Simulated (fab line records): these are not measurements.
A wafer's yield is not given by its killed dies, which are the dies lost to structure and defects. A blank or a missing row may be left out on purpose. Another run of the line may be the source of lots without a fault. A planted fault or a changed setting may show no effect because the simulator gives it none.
Chamber matching | flow gf180mcu | 4 sister chambers for GF_V2_ETCH_16 on rie diel-02
The step etches BARC in N2/H2. 4 wafers are shown with their chamber, then 10 later ones without.

WAFERS WITH THEIR CHAMBER
wafer  | chamber | drypump motor current A (A)
L821.6 | 2       | 5.6
L828.3 | 1       | 4.9
L828.5 | 0       | 6.5
L830.5 | 3       | 5.2

WAFERS WHOSE CHAMBER IS MISSING
wafer  | drypump motor current A (A)
L830.6 | 6.4
L835.3 | 5.7
L835.4 | 5.0
L835.5 | 5.7
L836.4 | 5.7
L836.5 | 5.7
L836.6 | 5.2
L837.2 | 4.9
L837.3 | 5.2
L837.5 | 5.3

CHAMBER TAKEN BY EACH
wafer  | from the rows above     | in truth
L830.6 | 0                       | 0
L835.3 | 2                       | 2
L835.4 | can't be placed: 1 or 3 | 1
L835.5 | 2                       | 2
L836.4 | 2                       | 2
L836.5 | 2                       | 2
L836.6 | 3                       | 3
L837.2 | 1                       | 1
L837.3 | 3                       | 3
L837.5 | 3                       | 3
Correctly placed: 9 of 10. Cannot be placed on the basis of these rows: 1; the candidates contain the true chamber in 1. Placed wrongly: 0.
How it was worked out, from the rows above alone: a wafer's distance from a chamber is the root of the sum, over the readings, of the square of ((its reading less the chamber's mean) divided by the reading's scatter). The wafer belongs to the nearest chamber; if the next one is less than 2 further off, it can't be placed. The mean given for a chamber averages the wafers shown for that chamber. The scatter: with one shown wafer a chamber, the root of the mean of the squares of how far each hidden wafer lies from its nearest shown one.
